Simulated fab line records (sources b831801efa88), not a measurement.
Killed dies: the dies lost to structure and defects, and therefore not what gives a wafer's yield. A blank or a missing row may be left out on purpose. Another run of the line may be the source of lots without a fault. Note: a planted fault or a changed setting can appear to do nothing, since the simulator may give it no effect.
fab line records ; flow sfqLine
record: lots: 6; wafers: 18; lastDay: 80
route steps=325 shown M1@62 I1@73 M2@88
lots with no fault: from the same line, run without faults
startH: hours from the record's opening day to when the first of the lot's shown wafers began ; waitH: hours elapsed since this lot's preceding step ; " the same as in the row above ; L1.1+2: several wafers, shown together as one row ; - either no value or no given start ; * or withheld: withheld ; < > ~ a bound
route shown NAME@n: names a module that has steps shown in the file, with the first one's number in the route ; usual: mean/standard deviation taken from wafers without a fault ; same: alike in all rows ; chamber/n: place in a boat ; sites: the reading at each site ; _std_site: the standard deviation of these ; _edge_site: outer sites' mean less inner sites' ; radiusMm: for every site, how far away it sits from the centre of the wafer ; mask NAME#n: copy n ; behind: tool/chamber where the wafer was last shaped ; hold: reason for holding the lot/hours on hold/outcome of the hold ; device: the transistor (n, p or np) that didn't switch ; end of line: the route-end tests of the same wafers ; a step without rows: its recipe alone ; killed: count of dies lost to structure and defects at first sort (not the wafer's yield) ; map: a wafer's dies, marking killed ones x, the rest . and places with no die _
set.NAME: the setting that was run; set.NAME@STEP: the one run at that earlier step ; model.NAME: the simulator's own value behind a step, which no gauge read
lots at some steps of the route; a table a step, a row a wafer
services: when a tool's chamber went out of use (startH, in hours from the record's first day, below 0 if earlier), for how many hours, and the reason
== steps ==
step: SFQ_TRILAYER_M1_LITHO_COAT_044
recipe: resist: BARC; spinRpm: 3000; resistThkNm: 62
step: SFQ_TRILAYER_M1_LITHO_COAT_039
recipe: resist: KrF; spinRpm: 3000; resistThkNm: 600
step: SFQ_TRILAYER_M1_LITHO_SOFTBAKE_043
recipe: tempC: withheld; timeS: withheld; resist: KrF
step: SFQ_TRILAYER_M1_LITHO_EXPOSE_040
recipe: maskId: M1; na: 0.6; sourceShape: conventional; sigmaOuter: 0.65; targetCdNm: 500; doseMj: 14.4
step: SFQ_TRILAYER_M1_LITHO_PEB_042
recipe: pebTempC: 115; pebTimeS: 60; resist: KrF
step: SFQ_TRILAYER_M1_LITHO_DEVELOP_041
recipe: timeS: 60; resist: KrF
step: SFQ_M1_OVL_MEAS_911
usual: M1_OVL: 0/6.2
lot.wafer;tool;chamber;startH;waitH;M1_OVL[nm]
L275.1;overlay-01;-;423.52;0.1;6
L275.4;overlay-01;-;423.52;0.1;5
L275.5;overlay-01;-;423.52;0.1;-2
L287.2;overlay-02;-;555.87;0.1;-4
L287.3;overlay-02;-;555.87;0.1;4
L287.4;overlay-02;-;555.87;0.1;-1
L288.1;overlay-02;-;564.26;0.1;3
L288.2;overlay-02;-;564.26;0.1;5
L288.5;overlay-02;-;564.26;0.1;8
L292.3;overlay-01;-;744.66;0.1;-11
L292.4;overlay-01;-;744.66;0.1;2
L292.6;overlay-01;-;744.66;0.1;4
L293.2;overlay-01;-;757.85;0.1;9
L293.4;overlay-01;-;757.85;0.1;4
L293.6;overlay-01;-;757.85;0.1;3
L298.1;overlay-02;-;827.48;0.1;-1
L298.2;overlay-02;-;827.48;0.1;-3
L298.5;overlay-02;-;827.48;0.1;-2
step: SFQ_TRILAYER_M1_BARC_OPEN_METAL_ETCH_054
recipe: maskMaterial: PR; chemistry: O2; targetDepthNm: 125; target: BARC; icpW: 600; biasW: 80; pressureMtorr: 10; timeS: 41.7
usual: drypumpMotorCurrentA: 6.0/0.57; heBacksideLeakSccm: 3.4/0.3; oesProductAu: 0.684/0.0047
lot.wafer;tool;chamber;startH;waitH;drypumpMotorCurrentA;heBacksideLeakSccm;oesProductAu;rfHoursCounterH
L275.1;rieMetal-04;0;423.56;0.0;5.7;4.0;0.683;170
L275.4;rieMetal-04;1;423.56;0.0;4.8;3.3;0.686;-
L275.5;rieMetal-04;1;423.56;0.0;4.8;3.4;0.684;-
L287.2;rieMetal-02;0;555.90;0.0;6.6;3.4;0.690;106
L287.3;rieMetal-02;1;555.90;0.0;6.3;3.0;0.683;-
L287.4;rieMetal-02;0;555.90;0.0;6.5;3.4;0.688;-
L288.1;rieMetal-01;1;564.30;0.0;6.3;3.4;0.690;114
L288.2;rieMetal-01;0;564.30;0.0;5.3;3.5;0.685;134
L288.5;rieMetal-01;1;564.30;0.0;6.3;3.4;0.685;-
L292.3;rieMetal-04;0;744.70;0.0;5.6;3.8;0.678;-
L292.4;rieMetal-04;1;744.70;0.0;4.7;3.3;0.686;-
L292.6;rieMetal-04;0;744.70;0.0;5.7;3.6;0.688;-
L293.2;rieMetal-01;0;757.90;0.0;5.3;3.3;0.686;-
L293.4;rieMetal-01;0;757.90;0.0;5.3;3.2;0.672;-
L293.6;rieMetal-01;0;757.90;0.0;5.3;3.2;0.675;-
L298.1;rieMetal-02;1;827.52;0.0;6.3;3.2;0.695;40
L298.2;rieMetal-02;1;827.52;0.0;6.3;3.2;0.685;-
L298.5;rieMetal-02;1;827.52;0.0;6.3;3.0;0.677;-
step: SFQ_TRILAYER_M1_ETCH_METAL_ETCH_042
recipe: target: Nb; stopOn: SiO2; maskMaterial: PR; chemistry: Cl2/Ar; targetDepthNm: 240; icpW: 600; biasW: 80; pressureMtorr: 10; timeS: 120
step: SFQ_TRILAYER_M1_STRIP_STRIP_043
recipe: gas: O2; powerW: 200; platenTempC: 40; overashFraction: 0.65; chemistry: O2; pressureMtorr: 50
usual: drypumpMotorCurrentA: 6.0/0.57; heBacksideLeakSccm: 3.38/0.25; oesProductAu: 1.001/0.0079
lot.wafer;tool;chamber;startH;waitH;drypumpMotorCurrentA;heBacksideLeakSccm;oesProductAu;rfHoursCounterH
L275.1;rieMetal-04;0;423.74;0.1;5.6;3.61;0.989;171
L275.4;rieMetal-04;1;423.74;0.1;4.8;3.41;1.008;-
L275.5;rieMetal-04;1;423.74;0.1;4.7;3.38;1.011;-
L287.2;rieMetal-02;0;556.08;0.1;6.6;3.68;0.996;106
L287.3;rieMetal-02;1;556.08;0.1;6.3;3.23;0.999;-
L287.4;rieMetal-02;0;556.08;0.1;6.5;3.64;0.989;-
L288.1;rieMetal-01;1;564.48;0.1;6.3;3.48;1.003;114
L288.2;rieMetal-01;0;564.48;0.1;5.3;3.47;1.006;134
L288.5;rieMetal-01;1;564.48;0.1;6.3;3.43;0.999;-
L292.3;rieMetal-04;0;745.07;0.2;5.6;3.87;1.012;-
L292.4;rieMetal-04;1;745.07;0.2;4.8;3.21;1.004;-
L292.6;rieMetal-04;0;745.07;0.2;5.6;3.72;0.997;-
L293.2;rieMetal-01;0;758.45;0.4;5.3;3.20;1.006;-
L293.4;rieMetal-01;0;758.45;0.4;5.3;3.44;1.008;-
L293.6;rieMetal-01;0;758.45;0.4;5.3;3.32;0.993;-
L298.1;rieMetal-02;1;827.89;0.2;6.3;3.17;0.991;41
L298.2;rieMetal-02;1;827.89;0.2;6.3;3.22;0.991;-
L298.5;rieMetal-02;1;827.89;0.2;6.3;3.16;0.986;-
step: SFQ_TRILAYER_M1_STRIP_SOLV_CLEAN_044
recipe: chemistry: NMP; tempC: 70; timeS: 600
step: SFQ_TRILAYER_I1_DEP_PECVD_045
recipe: material: SiO2; tempC: 150; timeS: 111.11; pressureTorr: 2.4; rfW: 183.3; precursor: SiH4/N2O; targetThkNm: 500
usual: chamberPressureTorr: 2.400/0.0051; heaterPowerOuterW: 25/9.6; heaterPowerW: 76/15; throttleValvePct: 24.3/0.91
lot.wafer;tool;chamber;startH;waitH;chamberPressureTorr;heaterPowerOuterW;heaterPowerW;throttleValvePct
L275.1;pecvd-04;0;424.52;0.0;2.401;20;76;23.4
L275.4;pecvd-04;0;424.52;0.0;2.398;22;81;23.2
L275.5;pecvd-04;2;424.52;0.0;2.401;37;93;25.2
L287.2;pecvd-02;1;556.86;0.0;2.398;24;70;22.9
L287.3;pecvd-02;0;556.86;0.0;2.403;19;60;24.2
L287.4;pecvd-02;0;556.86;0.0;2.389;19;63;24.3
L288.1;pecvd-03;1;565.26;0.0;2.394;17;70;25.6
L288.2;pecvd-03;0;565.26;0.0;2.396;24;73;25.1
L288.5;pecvd-03;0;565.26;0.0;2.400;27;77;24.8
L292.3;pecvd-02;1;745.64;0.0;2.399;20;63;23.6
L292.4;pecvd-02;1;745.64;0.0;2.398;21;65;23.3
L292.6;pecvd-02;0;745.64;0.0;2.394;11;50;24.8
L293.2;pecvd-02;0;759.63;0.0;2.405;11;51;24.7
L293.4;pecvd-02;2;759.63;0.0;2.402;18;66;25.5
L293.6;pecvd-02;0;759.63;0.0;2.395;14;54;25.1
L298.1;pecvd-02;2;829.26;0.0;2.401;25;76;25.7
L298.2;pecvd-02;0;829.26;0.0;2.406;19;62;25.2
L298.5;pecvd-02;1;829.26;0.0;2.403;20;64;23.8
step: SFQ_TRILAYER_I1_CMP_CMP_046
recipe: material: SiO2; downForcePsi: 3; platenRpm: 60; padVelocityMS: 0.94248
usual: motorCurrentA: 10.5/0.77; slurryFilterDpKPa: 13.50/0.13; timeToEndpointS: 219/9.4
lot.wafer;tool;chamber;startH;waitH;motorCurrentA;slurryFilterDpKPa;timeToEndpointS;model.SiO2_of_TRILAYER_I1_DEP_PECVD_045.thkNm
L275.1;cmp-02;3;425.12;0.6;10.5;13.43;205;197.3
L275.4;cmp-02;0;425.12;0.6;11.6;13.66;216;200
L275.5;cmp-02;3;427.12;2.5;10.5;13.52;208;197.8
L287.4;cmp-02;1;556.94;0.0;10.1;13.58;222;216.6
L287.3;cmp-02;2;556.94;0.0;11.3;13.61;213;200.3
L287.2;cmp-02;0;558.44;1.5;11.5;13.57;216;201.3
L288.1;cmp-02;2;566.38;1.1;11.4;13.73;214;200.2
L288.2;cmp-02;3;566.38;1.1;10.9;13.54;211;199.2
L288.5;cmp-02;0;566.38;1.1;11.1;13.36;210;215.9
L292.3;cmp-01;0;746.22;0.5;10.4;13.37;202;198.3
L292.4;cmp-01;1;746.22;0.5;9.1;13.52;216;198.9
L292.6;cmp-01;3;747.72;2.0;9.6;13.40;223;199.9
L293.2;cmp-01;1;761.16;1.5;8.6;13.48;209;200
L293.4;cmp-01;2;761.16;1.5;11.1;13.28;230;201.7
L293.6;cmp-01;0;762.66;3.0;10.5;13.44;221;198
L298.2;cmp-02;2;837.27;8.0;10.9;13.28;209;200.7
L298.1;cmp-02;0;838.27;9.0;11.4;13.53;215;199.7
L298.5;cmp-02;2;839.27;9.9;11.2;13.65;216;200.4
step: SFQ_I1_BOW_MEAS_912
recipe: mode: bow
usual: I1_BOW: 1/8.1
lot.wafer;tool;chamber;startH;waitH;I1_BOW[um]
L275.1;filmMetro-02;-;427.62;2.0;-11
L275.4;filmMetro-02;-;427.62;2.0;9
L275.5;filmMetro-02;-;427.62;2.0;-6
L287.2;filmMetro-01;-;559.96;1.0;3
L287.3;filmMetro-01;-;559.96;1.0;-6
L287.4;filmMetro-01;-;559.96;1.0;9
L288.1;filmMetro-01;-;568.38;1.5;-1
L288.2;filmMetro-01;-;568.38;1.5;-5
L288.5;filmMetro-01;-;568.38;1.5;-13
L292.3;filmMetro-02;-;748.76;2.0;11
L292.4;filmMetro-02;-;748.76;2.0;17
L292.6;filmMetro-02;-;748.76;2.0;3
L293.2;filmMetro-02;-;763.18;1.5;-4
L293.4;filmMetro-02;-;763.18;1.5;4
L293.6;filmMetro-02;-;763.18;1.5;5
L298.1;filmMetro-02;-;839.77;1.0;-14
L298.2;filmMetro-02;-;839.77;1.0;-6
L298.5;filmMetro-02;-;839.77;1.0;-2
step: SFQ_TRILAYER_I1_METRO_MEASURE_047
usual: thkNm: 200.2/1.3
lot.wafer;tool;chamber;startH;waitH;thkNm
L275.1;filmMetro-02;-;427.74;0.1;197.0
L275.4;filmMetro-02;-;427.74;0.1;200.2
L275.5;filmMetro-02;-;427.74;0.1;197.7
L287.2;filmMetro-01;-;560.26;0.3;201.3
L287.3;filmMetro-01;-;560.26;0.3;200.5
L287.4;filmMetro-01;-;560.26;0.3;216.6
L288.1;filmMetro-01;-;568.50;0.1;200.0
L288.2;filmMetro-01;-;568.50;0.1;199.1
L288.5;filmMetro-01;-;568.50;0.1;215.7
L292.3;filmMetro-02;-;749.24;0.5;198.3
L292.4;filmMetro-02;-;749.24;0.5;199.2
L292.6;filmMetro-02;-;749.24;0.5;199.8
L293.2;filmMetro-02;-;763.48;0.3;199.8
L293.4;filmMetro-02;-;763.48;0.3;201.8
L293.6;filmMetro-02;-;763.48;0.3;198.1
L298.1;filmMetro-02;-;839.89;0.1;199.7
L298.2;filmMetro-02;-;839.89;0.1;200.8
L298.5;filmMetro-02;-;839.89;0.1;200.4
step: SFQ_TRILAYER_I1_VIA_LITHO_COAT_054
recipe: resist: BARC; spinRpm: 3000; resistThkNm: 62
step: SFQ_TRILAYER_I1_VIA_LITHO_COAT_049
recipe: resist: KrF; spinRpm: 3000; resistThkNm: 650
step: SFQ_TRILAYER_I1_VIA_LITHO_SOFTBAKE_053
recipe: tempC: withheld; timeS: withheld; resist: KrF
step: SFQ_TRILAYER_I1_VIA_LITHO_EXPOSE_050
recipe: maskId: I1; na: 0.6; sourceShape: conventional; sigmaOuter: 0.65; targetCdNm: 500; doseMj: 21.3
step: SFQ_TRILAYER_I1_VIA_LITHO_PEB_052
recipe: pebTempC: 115; pebTimeS: 60; resist: KrF
step: SFQ_TRILAYER_I1_VIA_LITHO_DEVELOP_051
recipe: timeS: 60; resist: KrF
step: SFQ_I1_OVL_MEAS_913
usual: I1_OVL: -1/5.6
lot.wafer;tool;chamber;startH;waitH;I1_OVL[nm]
L275.1;overlay-02;-;595.67;0.1;-2
L275.4;overlay-02;-;595.67;0.1;-6
L275.5;overlay-02;-;595.67;0.1;-5
L287.2;overlay-01;-;718.25;0.1;-1
L287.3;overlay-01;-;718.25;0.1;0
L287.4;overlay-01;-;718.25;0.1;1
L288.1;overlay-01;-;725.45;0.1;-6
L288.2;overlay-01;-;725.45;0.1;4
L288.5;overlay-01;-;725.45;0.1;-2
L292.3;overlay-02;-;752.30;0.1;4
L292.4;overlay-02;-;752.30;0.1;2
L292.6;overlay-02;-;752.30;0.1;3
L293.2;overlay-01;-;769.65;0.1;8
L293.4;overlay-01;-;769.65;0.1;6
L293.6;overlay-01;-;769.65;0.1;8
L298.1;overlay-02;-;844.21;0.1;3
L298.2;overlay-02;-;844.21;0.1;5
L298.5;overlay-02;-;844.21;0.1;4
step: SFQ_TRILAYER_I1_VIA_BARC_OPEN_VIA_ETCH_071
recipe: maskMaterial: PR; chemistry: O2; targetDepthNm: 125; target: BARC; sourceW: 500; biasW: 80; pressureMtorr: 30; timeS: 41.7
step: SFQ_TRILAYER_I1_VIA_ETCH_VIA_ETCH_052
recipe: target: SiO2; stopOn: Nb; maskMaterial: PR; taperDeg: 20; chemistry: CHF3; targetDepthNm: 260; sourceW: 500; biasW: 80; pressureMtorr: 30; timeS: withheld
usual: drypumpMotorCurrentA: 5.5/0.42; oesProductAu: 0.855/0.006
lot.wafer;tool;chamber;startH;waitH;drypumpMotorCurrentA;oesProductAu;model.etch.depthNm;model.I1.featureDepthNm
L275.1;rieDiel-03;1;595.75;0.0;5.9;0.851;197.3;197.3
L275.4;rieDiel-03;3;595.75;0.0;5.5;0.854;200;200
L275.5;rieDiel-03;2;595.75;0.0;5.1;0.851;197.8;197.8
L287.2;rieDiel-03;2;718.32;0.0;5.2;0.862;201.3;201.3
L287.3;rieDiel-03;0;718.32;0.0;5.8;0.853;200.3;200.3
L287.4;rieDiel-03;1;718.32;0.0;5.9;0.901;216.6;216.6
L288.1;rieDiel-04;0;725.52;0.0;4.9;0.849;200.2;200.2
L288.2;rieDiel-04;2;725.52;0.0;4.9;0.848;199.2;199.2
L288.5;rieDiel-04;3;725.52;0.0;6.3;0.896;215.9;215.9
L292.3;rieDiel-02;1;752.37;0.0;5.5;0.848;198.3;198.3
L292.4;rieDiel-02;0;752.37;0.0;5.3;0.850;198.9;198.9
L292.6;rieDiel-02;0;752.37;0.0;5.3;0.861;199.9;199.9
L293.2;rieDiel-02;2;769.72;0.0;6.1;0.853;200;200
L293.4;rieDiel-02;1;769.72;0.0;5.5;0.860;201.7;201.7
L293.6;rieDiel-02;2;769.72;0.0;6.1;0.836;198;198
L298.1;rieDiel-02;1;844.29;0.0;5.5;0.855;199.7;199.7
L298.2;rieDiel-02;2;844.29;0.0;6.1;0.856;200.7;200.7
L298.5;rieDiel-02;2;844.29;0.0;6.1;0.859;200.4;200.4
step: SFQ_TRILAYER_I1_VIA_STRIP_STRIP_053
recipe: gas: O2; powerW: 200; platenTempC: 40; overashFraction: 0.65; chemistry: O2; pressureMtorr: 50
usual: drypumpMotorCurrentA: 5.7/0.52; heBacksideLeakSccm: 3.44/0.24; oesProductAu: 1.003/0.0088
lot.wafer;tool;chamber;startH;waitH;drypumpMotorCurrentA;heBacksideLeakSccm;oesProductAu;rfHoursCounterH
L275.1;rieMetal-01;1;595.86;-;6.3;3.39;1.008;119
L275.4;rieMetal-01;1;595.86;-;6.3;3.46;1.011;-
L275.5;rieMetal-01;1;595.86;-;6.3;3.53;1.011;-
L287.2;rieMetal-03;0;718.43;-;5.5;3.32;1.007;50
L287.3;rieMetal-03;1;718.43;-;6.2;3.52;0.997;-
L287.4;rieMetal-03;0;718.43;-;5.5;3.19;1.005;-
L288.1;rieMetal-03;0;725.63;-;5.4;3.37;1.012;51
L288.2;rieMetal-03;1;725.63;-;6.1;3.61;0.999;109
L288.5;rieMetal-03;0;725.63;-;5.5;3.30;1.006;-
L292.3;rieMetal-04;1;752.68;-;4.7;3.17;0.992;-
L292.4;rieMetal-04;0;752.68;-;5.7;3.64;1.003;-
L292.6;rieMetal-04;1;752.68;-;4.8;3.15;0.997;-
L293.2;rieMetal-03;1;769.83;-;6.1;3.80;0.989;115
L293.4;rieMetal-03;1;769.83;-;6.1;3.75;0.995;-
L293.6;rieMetal-03;0;769.83;-;5.5;3.49;1.015;-
L298.1;rieMetal-04;1;844.40;-;4.8;3.29;1.005;41
L298.2;rieMetal-04;0;844.40;-;5.7;3.80;1.007;60
L298.5;rieMetal-04;1;844.40;-;4.8;3.25;1.017;-
step: SFQ_TRILAYER_I1_VIA_STRIP_SOLV_CLEAN_054
recipe: chemistry: NMP; tempC: 70; timeS: 600
step: SFQ_TRILAYER_M2_DEP_PRE_CLEAN_056
recipe: gas: Ar; timeS: 22.5; biasV: 250
lot.wafer;tool;chamber;startH;waitH;model.SiO2_of_TRILAYER_I1_DEP_PECVD_045.thkNm
L275.1;pvdSputter-04;-;596.64;0.0;189.8
L275.4;pvdSputter-04;-;596.64;0.0;192.5
L275.5;pvdSputter-04;-;596.64;0.0;190.3
L287.2;pvdSputter-03;-;719.21;0.0;193.8
L287.3;pvdSputter-03;-;719.21;0.0;192.8
L287.4;pvdSputter-03;-;719.21;0.0;209.1
L288.1;pvdSputter-04;-;726.43;0.0;192.7
L288.2;pvdSputter-04;-;726.43;0.0;191.7
L288.5;pvdSputter-04;-;726.43;0.0;208.4
L292.3;pvdSputter-06;-;753.25;0.0;190.8
L292.4;pvdSputter-06;-;753.25;0.0;191.4
L292.6;pvdSputter-06;-;753.25;0.0;192.4
L293.2;pvdSputter-06;-;770.61;0.0;192.5
L293.4;pvdSputter-06;-;770.61;0.0;194.2
L293.6;pvdSputter-06;-;770.61;0.0;190.5
L298.1;pvdSputter-04;-;845.18;0.0;192.2
L298.2;pvdSputter-04;-;845.18;0.0;193.2
L298.5;pvdSputter-04;-;845.18;0.0;192.9
step: SFQ_TRILAYER_M2_DEP_SPUTTER_055
recipe: material: Nb; basePressurePa: 1.33e-06; chamberPressurePa: 0.1333; substrateTempC: 20; resputterCathodeVoltageV: 400; targetThkNm: 200; powerW: 2000; timeS: 133.3
usual: throttleValvePct: 30.0/1
lot.wafer;tool;chamber;startH;waitH;throttleValvePct
L275.1;pvdSputter-04;-;596.67;0.0;28.9
L275.4;pvdSputter-04;-;596.67;0.0;30.8
L275.5;pvdSputter-04;-;596.67;0.0;31.9
L287.2;pvdSputter-03;-;719.24;0.0;29.2
L287.3;pvdSputter-03;-;719.24;0.0;30.4
L287.4;pvdSputter-03;-;719.24;0.0;28.9
L288.1;pvdSputter-04;-;726.45;0.0;30.8
L288.2;pvdSputter-04;-;726.45;0.0;31.0
L288.5;pvdSputter-04;-;726.45;0.0;31.0
L292.3;pvdSputter-06;-;753.28;0.0;29.5
L292.4;pvdSputter-06;-;753.28;0.0;28.9
L292.6;pvdSputter-06;-;753.28;0.0;29.5
L293.2;pvdSputter-06;-;770.64;0.0;29.6
L293.4;pvdSputter-06;-;770.64;0.0;29.3
L293.6;pvdSputter-06;-;770.64;0.0;28.7
L298.1;pvdSputter-04;-;845.21;0.0;29.0
L298.2;pvdSputter-04;-;845.21;0.0;32.0
L298.5;pvdSputter-04;-;845.21;0.0;30.9
== services ==
tool;chamber;startH;hours;kind
pvdSputter-06;-;401.27;8.7;repair
cmp-02;-;406.00;4.0;pm
pecvd-02;-;426.86;14.6;pm
cmp-02;-;454.89;0.5;repair
filmMetro-02;-;456.23;4.9;repair
cmp-02;-;458.30;4.7;pm
pecvd-02;1;487.51;12.6;repair
pecvd-02;-;503.95;1.6;repair
rieMetal-02;0;506.13;10.4;repair
cmp-02;-;516.68;0.4;repair
rieMetal-02;-;525.75;0.8;repair
pecvd-02;2;558.73;13.9;repair
pvdSputter-06;-;559.86;0.5;repair
rieMetal-04;1;579.05;1.0;repair
pvdSputter-04;-;584.05;3.1;repair
pvdSputter-04;-;620.23;0.7;repair
pvdSputter-04;-;653.10;3.1;repair
rieMetal-04;0;669.49;9.3;repair
rieMetal-04;-;701.51;0.7;repair
pvdSputter-04;-;706.63;3.9;repair
rieMetal-04;-;766.93;1.4;pm
rieMetal-01;-;773.27;1.3;repair
rieMetal-04;1;781.08;20.5;repair
rieMetal-01;-;793.44;0.4;repair
== key ==
firstSign: step: SFQ_TRILAYER_I1_METRO_MEASURE_047; reading: thkNm; direction: up; sigmas: 12; usual: 200.2; struck: 216.1
effect: step: SFQ_TRILAYER_I1_VIA_ETCH_VIA_ETCH_052; reading: oesProductAu; direction: up; sigmas: 7.4; usual: 0.855; struck: 0.898
modelEffect: step: SFQ_TRILAYER_I1_CMP_CMP_046; value: SiO2_of_TRILAYER_I1_DEP_PECVD_045.thkNm; without: 201.2; struck: 216.2
modelEffect: step: SFQ_TRILAYER_I1_VIA_ETCH_VIA_ETCH_052; value: etch.depthNm; without: 201.2; struck: 216.2
modelEffect: step: SFQ_TRILAYER_M2_DEP_PRE_CLEAN_056; value: SiO2_of_TRILAYER_I1_DEP_PECVD_045.thkNm; without: 193.7; struck: 208.7
metAt SFQ_TRILAYER_I1_CMP_CMP_046
struckWafers L287.4,L288.5
onsetBetween 425.12 556.94
fault: kind: processParameterDrift; tool: cmp-02; chamber: -; onsetH: 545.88; steps: SFQ_TRILAYER_I1_CMP_CMP_046; channel: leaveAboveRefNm; offset: 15; shape: step; endH: 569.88; scope: struckWafersOnly; actsIn: theseRecipesOnly; stated: 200
